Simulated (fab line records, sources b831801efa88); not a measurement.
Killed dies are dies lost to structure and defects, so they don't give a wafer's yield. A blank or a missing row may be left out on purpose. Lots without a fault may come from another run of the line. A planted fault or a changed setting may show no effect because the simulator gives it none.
A struck lot beside a sound one | flow sky130 | 15 steps out of a route of 708
Sound: wafers L744.1, L744.3, L744.5. Struck: wafer L753.3. (L753.2 of the same lot was not struck and is left out.) The cause comes at the end.
At each step with rows: each side's tool, then ch and its chambers, then its first start. Under that, the readings that differ: sound wafers | struck wafers | difference of the means | sigmas: that difference in standard deviations of wafers without a fault.
alike: readings whose means differ by less than 2 such deviations, and words and numbers that are the same on both sides. not compared: withheld readings, readings that some wafer has no value for, bounds like >300 that may hide the same value, and numbers for which the record gives no deviation and whose values overlap.
The two part at a step that has a row with sigmas, a row that says differs or no value, or rows on one side only. Numbers that don't overlap but have no deviation are shown without sigmas and don't part them. A reading that every wafer of one side lacks parts them only if that side has two wafers or more.

first, 9 steps without rows for these wafers: SKY_CAPM_CLEAN_17 (cleans in O3/DIW); SKY_METAL3_DEHYDRATE_05 (time 60 s); SKY_METAL3_HMDS_06 (prime time 60 s); SKY_METAL3_COAT_07 (resist thk 60 nm); SKY_METAL3_COAT_08 (resist thk 1140 nm); SKY_METAL3_SOFTBAKE_09 (time 90 s); SKY_METAL3_EXPOSE_10 (exposes mask MM3, target cd 300 nm); SKY_METAL3_PEB_11; SKY_METAL3_DEVELOP_12 (develop time 60 s).
SKY_METAL3_CD_MEAS_13: target cd 300 nm.
  sound on cd_sem-01, day 38 21:47; struck on cd_sem-02, day 41 20:04
  alike: cd_nm
SKY_METAL3_OVL_MEAS_14:
  sound on overlay-02, day 38 21:55; struck on overlay-02, day 41 20:10
  alike: METAL3_OVL
SKY_METAL3_DESCUM_15: chemistry O2, time 8 s.
  sound on rie_metal-02 ch 0,1, day 38 21:57; struck on rie_metal-03 ch 1, day 41 20:12
  reading                     | sound       | struck | difference | sigmas
  drypump_motor_current_A (A) | 5.8 5.3 5.3 | 6.5    | +1.0       | +2
  alike: chamber_pressure_mTorr, oes_product_au
  not compared: rf_hours_counter_h
SKY_METAL3_ETCH_16: etches BARC in N2/H2, stops on SiO2, time 88.2 s, target depth 60 nm.
  sound on rie_metal-02 ch 0,1, day 38 21:59; struck on rie_metal-03 ch 1, day 41 20:14
  reading                                       | sound             | struck | difference | sigmas
  drypump_motor_current_A (A)                   | 5.8 5.3 5.3       | 6.5    | +1.0       | +2
  oes_product_au (a.u.)                         | 0.633 0.624 0.632 | 0.588  | -0.042     | -9
  run_length_s (s)                              | 117.0 116.8 116.6 | 130.5  | +13.7      | +26
  model.KrF-thick_of_METAL3_COAT_08.thk_nm (nm) | 1073 1076 1075    | 1064   | -11        |
  model.SiO2_of_CAPM_CVD_00.thk_nm (nm)         | 15.58 15.39 15.72 | 14.63  | -0.93      |
  alike: chamber_pressure_mTorr, throttle_valve_pct
  not compared: rf_hours_counter_h
SKY_METAL3_ETCH_17: etches SiO2 in C4F8/O2/Ar, stops on TiN, time 3.9 s, target depth 15 nm.
  sound on rie_diel-02 ch 0,1, day 38 22:05; struck on rie_diel-03 ch 0, day 41 20:20
  reading                  | sound             | struck | difference | sigmas
  oes_product_au (a.u.)    | 0.754 0.746 0.761 | 0.731  | -0.023     | -4
  model.etch.depth_nm (nm) | 15.58 15.39 15.72 | 14.63  | -0.93      |
  alike: chamber_pressure_mTorr
  not compared: rf_hours_counter_h
SKY_METAL3_METAL_ETCH_18: etches the open film in Cl2/BCl3, stops on SiO2, target depth 845 nm, time 183.1 s.
  sound on rie_metal-01 ch 1, day 38 22:06; struck on rie_metal-01 ch 1, day 41 20:21
  alike: chamber_pressure_mTorr, drypump_motor_current_A, mfc_cl2_sccm, oes_product_au, run_length_s, throttle_valve_pct
  not compared: rf_hours_counter_h

WHERE THEY PART
First at SKY_METAL3_DESCUM_15; last, within this record, at SKY_METAL3_ETCH_17. Later steps at which nothing parts them and some readings are alike: SKY_METAL3_METAL_ETCH_18.

WHY: what the simulator had put in
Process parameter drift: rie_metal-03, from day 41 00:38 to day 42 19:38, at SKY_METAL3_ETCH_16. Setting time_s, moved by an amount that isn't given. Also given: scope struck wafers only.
